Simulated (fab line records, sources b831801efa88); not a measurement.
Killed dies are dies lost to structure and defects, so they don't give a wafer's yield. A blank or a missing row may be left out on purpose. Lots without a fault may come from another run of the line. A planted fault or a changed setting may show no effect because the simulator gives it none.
A struck lot beside a sound one | flow sky130 | 16 steps out of a route of 708
Sound: wafers L317.1, L317.2, L317.6. Struck: wafer L333.4. (L333.2, L333.6 of the same lot were not struck and are left out.) The cause comes at the end.
At each step with rows: each side's tool, then ch and its chambers, then its first start. Under that, the readings that differ: sound wafers | struck wafers | difference of the means | sigmas: that difference in standard deviations of wafers without a fault.
alike: readings whose means differ by less than 2 such deviations, and words and numbers that are the same on both sides. not compared: withheld readings, readings that some wafer has no value for, bounds like >300 that may hide the same value, and numbers for which the record gives no deviation and whose values overlap.
The two part at a step that has a row with sigmas, a row that says differs or no value, or rows on one side only. Numbers that don't overlap but have no deviation are shown without sigmas and don't part them. A reading that every wafer of one side lacks parts them only if that side has two wafers or more.

first, 2 steps without rows for these wafers: SKY_METAL4_PEB_11; SKY_METAL4_DEVELOP_12 (develop time 60 s).
SKY_METAL4_CD_MEAS_13: target cd 300 nm.
  sound on cd_sem-02, day 43 06:16; struck on cd_sem-01, day 46 16:23
  alike: cd_nm
SKY_METAL4_OVL_MEAS_14:
  sound on overlay-02, day 43 06:23; struck on overlay-01, day 46 16:29
  alike: METAL4_OVL
SKY_METAL4_DESCUM_15: chemistry O2, time 8 s.
  sound on rie_metal-03 ch 0,1, day 43 06:26; struck on rie_metal-04 ch 1, day 46 16:32
  reading               | sound             | struck | difference | sigmas
  oes_product_au (a.u.) | 1.006 1.037 1.010 | 0.991  | -0.027     | -2
  rf_fwd_power_W (W)    | 146.4 147.0 146.9 | 148.1  | +1.3       | +2
  alike: drypump_motor_current_A
  not compared: rf_hours_counter_h
SKY_METAL4_ETCH_16: etches BARC in N2/H2, stops on SiO2, time 88.2 s, target depth 60 nm.
  sound on rie_metal-03 ch 0,1, day 43 06:28; struck on rie_metal-04 ch 1, day 46 16:37
  reading            | sound             | struck | difference | sigmas
  rf_fwd_power_W (W) | 496.7 494.2 499.4 | 499.8  | +3.0       | +2
  alike: drypump_motor_current_A, oes_product_au, throttle_valve_pct
  not compared: rf_hours_counter_h
SKY_METAL4_ETCH_17: etches SiO2 in C4F8/O2/Ar, stops on TiN, time 3.9 s, target depth 15 nm.
  sound on rie_diel-03 ch 0,2,3, day 43 06:34; struck on rie_diel-04 ch 1, day 46 16:47
  alike: oes_product_au, rf_fwd_power_W
  not compared: rf_hours_counter_h
SKY_METAL4_METAL_ETCH_18: etches the open film in Cl2/BCl3, stops on SiO2, target depth 845 nm, time 183.1 s.
  sound on rie_metal-04 ch 0,1, day 43 06:34; struck on rie_metal-03 ch 0, day 46 16:48
  reading               | sound             | struck | difference | sigmas
  oes_product_au (a.u.) | 0.859 0.849 0.860 | 0.873  | +0.017     | +2
  alike: drypump_motor_current_A, rf_fwd_power_W, throttle_valve_pct
  not compared: rf_hours_counter_h
then, 4 steps without rows for these wafers: SKY_METAL4_STRIP_19 (strips in O2/N2); SKY_METAL4_STRIP_20 (strips in post etch residue remover, time 1200 s); SKY_METAL4_CLEAN_21 (cleans in IPA, time 180 s); SKY_METAL4_CLEAN_22 (cleans in O3/DIW).
SKY_VIA4_HDPCVD_00: deposits SiO2, target thk 1750 nm, time 291.7 s.
  sound on hdpcvd-02 ch 0,1, day 43 07:20; struck on hdpcvd-01 ch 2, day 46 17:35
  reading                                  | sound          | struck | difference | sigmas
  model.SiO2_of_VIA4_HDPCVD_00.thk_nm (nm) | 1697 1763 1698 | 1055   | -664       |
SKY_VIA4_THK_MEAS_01:
  sound on film_metro-01, day 43 07:31; struck on film_metro-01, day 46 17:46
  reading              | sound          | struck | difference | sigmas
  VIA4_HDPCVD_THK (nm) | 1696 1763 1697 | 1055   | -664       | -28
SKY_VIA4_CMP_02: polishes SiO2.
  sound on cmp-02 ch 0,2, day 43 07:35; struck on cmp-01 ch 1, day 46 17:49
  alike: motor_current_A, slurry_flow_ml_min
-- the record jumps here: 3 days lie between the struck wafers' starts before and after (it left off in module VIA4 and takes up again in module PAD_OPEN, whose first step shown is number 708 of the route) --
SKY_PAD_OPEN_PROBE_99:
  sound on prober-01, day 47 02:38; struck on prober-02, day 50 02:19
  reading                               | sound               | struck | difference | sigmas
  model.etest.tester.sort_n_pass        | 404 396 420         | 233    | -174       |
  model.etest.tester.sort_yield_pct (%) | 82.11 80.49 85.37   | 47.36  | -35.30     |
  model.etest.tester.sort_bin_3_pct (%) | 0.4065 1.423 0.813  | 39.23  | +38.35     |
  model.etest.met5_comb.leak_log10_a_um | -11.92 -11.94 -12.1 | -6.906 | +5.081     |
  alike: defect_limited_yield, killed_at_M0_to_M3, killed_at_M4_up, killed_at_contacts, killed_at_front_end, killed_at_other, killed_dies, killed_open, killed_short

WHERE THEY PART
First at SKY_METAL4_DESCUM_15; last, within this record, at SKY_VIA4_THK_MEAS_01. Later steps at which nothing parts them and some readings are alike: SKY_VIA4_CMP_02, SKY_PAD_OPEN_PROBE_99.

WHY: what the simulator had put in
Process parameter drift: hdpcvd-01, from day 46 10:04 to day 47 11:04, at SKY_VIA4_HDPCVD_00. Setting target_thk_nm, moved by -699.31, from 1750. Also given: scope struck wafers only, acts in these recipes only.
